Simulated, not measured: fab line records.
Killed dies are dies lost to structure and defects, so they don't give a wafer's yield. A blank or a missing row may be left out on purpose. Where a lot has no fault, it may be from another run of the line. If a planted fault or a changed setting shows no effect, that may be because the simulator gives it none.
Chamber matching ; flow sky130 ; SKY_VIA2_CMP_02 on cmp-02: 4 sister chambers
The step polishes SiO2. 4 wafers are shown with their chamber, then 7 later ones without.

WAFERS WITH THEIR CHAMBER
wafer;chamber;motor current A (A)
L633.3;2;12.5
L633.4;3;10.0
L635.1;0;11.3
L635.2;1;12.6

WAFERS WHOSE CHAMBER IS MISSING
wafer;motor current A (A)
L635.4;10.0
L637.3;12.0
L637.4;12.0
L637.5;11.1
L639.3;13.1
L639.4;10.0
L639.5;12.8

WHICH CHAMBER EACH WENT THROUGH
wafer;from the rows above;in truth
L635.4;3;3
L637.3;can't be placed: 2 or 1 or 0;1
L637.4;can't be placed: 2 or 1 or 0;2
L637.5;0;0
L639.3;can't be placed: 1 or 2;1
L639.4;3;3
L639.5;can't be placed: 1 or 2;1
Placed correctly: 3 of 7. Not placeable from these rows: 4 (in 4, the candidates include the true chamber). 0 placed wrongly.
How it was worked out, from the rows above alone: a wafer's distance from a chamber is the root of the sum, over the readings, of the square of ((its reading less the chamber's mean) divided by the reading's scatter). The wafer belongs to the nearest chamber; if the next one is less than 2 further off, it can't be placed. For every chamber, the mean is computed from those of its wafers that are shown. The scatter (one wafer shown for each chamber): square how far every hidden wafer sits from the nearest shown wafer, average those squares and take the square root.
